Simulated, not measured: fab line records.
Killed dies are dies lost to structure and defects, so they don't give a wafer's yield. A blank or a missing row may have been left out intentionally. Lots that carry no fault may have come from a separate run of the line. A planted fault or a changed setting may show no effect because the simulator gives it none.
What tool caused it? | flow sky130 | Sampling: 12 lots, 36 wafers, 3 of 708 route steps

== WHAT EACH GAUGE READ, for each wafer ==
SKY_VIA2_THK_MEAS_01.
lot  | measured     | on            | VIA2_HDPCVD_THK (nm)
L264 | day 34 21:49 | film-metro-02 | 1190 1175 1186
L265 | day 35 15:43 | film-metro-04 | 1176 1167 1162
L267 | day 36 06:27 | film-metro-03 | 1181 1194 1196
L268 | day 37 11:38 | film-metro-04 | 1188 1189 1186
L269 | day 37 11:58 | film-metro-02 | 1185 1183 1181
L270 | day 37 12:20 | film-metro-04 | 1188 1177 1193
L271 | day 37 14:25 | film-metro-04 | 1179 1174 1176
L272 | day 37 19:17 | film-metro-02 | 1192 1186 1182
L273 | day 38 04:29 | film-metro-03 | 1194 1195 1196
L275 | day 39 04:11 | film-metro-04 | 1183 1189 1184
L283 | day 41 00:58 | film-metro-02 | 1175 1174 1184
L284 | day 41 09:06 | film-metro-02 | 1178 1173 1170

== TOOL THAT RAN EACH LOT (tool first, then ch and the chambers of the sampled wafers, then the start) ==
lot  | SKY_METAL2_SPUTTER_04        | SKY_METAL2_METAL_ETCH_19
L264 | pvd-sputter-04, day 33 17:44 | rie-metal-03 ch 0,1, day 34 20:59
L265 | pvd-sputter-04, day 34 12:07 | rie-metal-02 ch 0,1, day 35 14:54
L267 | pvd-sputter-03, day 35 02:55 | rie-metal-01 ch 0,1, day 36 05:39
L268 | pvd-sputter-02, day 36 08:37 | rie-metal-01 ch 0,1, day 37 10:48
L269 | pvd-sputter-04, day 36 08:53 | rie-metal-03 ch 0,1, day 37 11:09
L270 | pvd-sputter-03, day 36 09:34 | rie-metal-02 ch 0, day 37 11:29
L271 | pvd-sputter-02, day 36 11:30 | rie-metal-02 ch 0,1, day 37 13:36
L272 | pvd-sputter-04, day 36 16:20 | rie-metal-02 ch 0,1, day 37 18:28
L273 | pvd-sputter-02, day 37 00:58 | rie-metal-02 ch 0, day 38 03:41
L275 | pvd-sputter-04, day 38 01:21 | rie-metal-01 ch 0,1, day 39 03:23
L283 | pvd-sputter-04, day 39 23:49 | rie-metal-02 ch 0,1, day 41 00:08
L284 | pvd-sputter-04, day 40 08:15 | rie-metal-02 ch 0,1, day 41 08:17
- SKY_METAL2_SPUTTER_04: material TiN, target thk 70 nm, time 58.3 s.
- SKY_METAL2_METAL_ETCH_19: etches the open film in Cl2/BCl3, stops on SiO2, target depth 360 nm, time 78 s.

== WHAT THE TOOLS THEMSELVES READ (means of the sampled wafers that have a number; where no wafer has one, the mark that the record gives instead) ==
SKY_METAL2_SPUTTER_04.
lot  | tool           | throttle-valve-pct (%)
L264 | pvd-sputter-04 | 29.3
L265 | pvd-sputter-04 | 30.3
L267 | pvd-sputter-03 | 31.1
L268 | pvd-sputter-02 | 30.8
L269 | pvd-sputter-04 | 30.5
L270 | pvd-sputter-03 | 31.1
L271 | pvd-sputter-02 | 28.8
L272 | pvd-sputter-04 | 30.1
L273 | pvd-sputter-02 | 30.6
L275 | pvd-sputter-04 | 30.4
L283 | pvd-sputter-04 | 29.8
L284 | pvd-sputter-04 | 29.9

SKY_METAL2_METAL_ETCH_19.
lot  | tool         | bias-w (W) | drypump-motor-current-A (A) | mfc-cl2-sccm (sccm) | oes-product-au (a.u.) | throttle-valve-pct (%)
L264 | rie-metal-03 | 48.51      | 6.14                        | 59.95               | 0.849                 | 22.261
L265 | rie-metal-02 | 48.51      | 5.89                        | 59.85               | 0.856                 | 22.273
L267 | rie-metal-01 | 48.36      | 5.64                        | 59.93               | 0.851                 | 22.266
L268 | rie-metal-01 | 48.48      | 5.65                        | 59.98               | 0.858                 | 22.264
L269 | rie-metal-03 | 48.45      | 6.04                        | 60.05               | 0.852                 | 22.266
L270 | rie-metal-02 | 48.64      | 6.30                        | 59.79               | 0.857                 | 22.259
L271 | rie-metal-02 | 48.37      | 5.90                        | 59.94               | 0.857                 | 22.260
L272 | rie-metal-02 | 48.37      | 5.89                        | 59.91               | 0.860                 | 22.271
L273 | rie-metal-02 | 48.39      | 6.30                        | 60.25               | 0.852                 | 22.262
L275 | rie-metal-01 | 48.49      | 5.64                        | 60.00               | 0.856                 | 22.269
L283 | rie-metal-02 | 46.27      | 6.09                        | 60.03               | 0.852                 | 22.258
L284 | rie-metal-02 | 46.33      | 6.10                        | 60.12               | 0.853                 | 22.263

== THE ANSWER, worked out from the rows above alone ==
Rule: what is usual is taken from the lots themselves. Put in order of their means at a reading, lots are off if they are a third of the lots or fewer, leave a main group of 4 or more, and stand apart from it by a gap of 3 or more times the standard deviation of the main group's means; of several such gaps the widest counts. A main group is skipped when, at the precision printed for the reading in the tables above, its means are all equal. Also off: a lot with no number at a reading for which 4 or more lots have one. Where the step has rows for the other lots, those lots are counted as sound. First the gauges in route order, then the tools' own readings, where a lot's mean is used as printed above. The first step at which some lot is off is used, and at that step the reading that is off furthest; a lot without a number counts as furthest.
Off: L283, L284, at SKY_METAL2_METAL_ETCH_19 (bias-w). For the main group the mean is 48.46 W and the standard deviation 0.084.
A tool fits if, at that step or a process step before it, it ran every lot that is off, and no sound lot after the first of them. 2 tools fit, pvd-sputter-04 at SKY_METAL2_SPUTTER_04 and rie-metal-02 at SKY_METAL2_METAL_ETCH_19, so this cannot tell which one it is.

== WHAT THE SIMULATOR HAD INSERTED ==
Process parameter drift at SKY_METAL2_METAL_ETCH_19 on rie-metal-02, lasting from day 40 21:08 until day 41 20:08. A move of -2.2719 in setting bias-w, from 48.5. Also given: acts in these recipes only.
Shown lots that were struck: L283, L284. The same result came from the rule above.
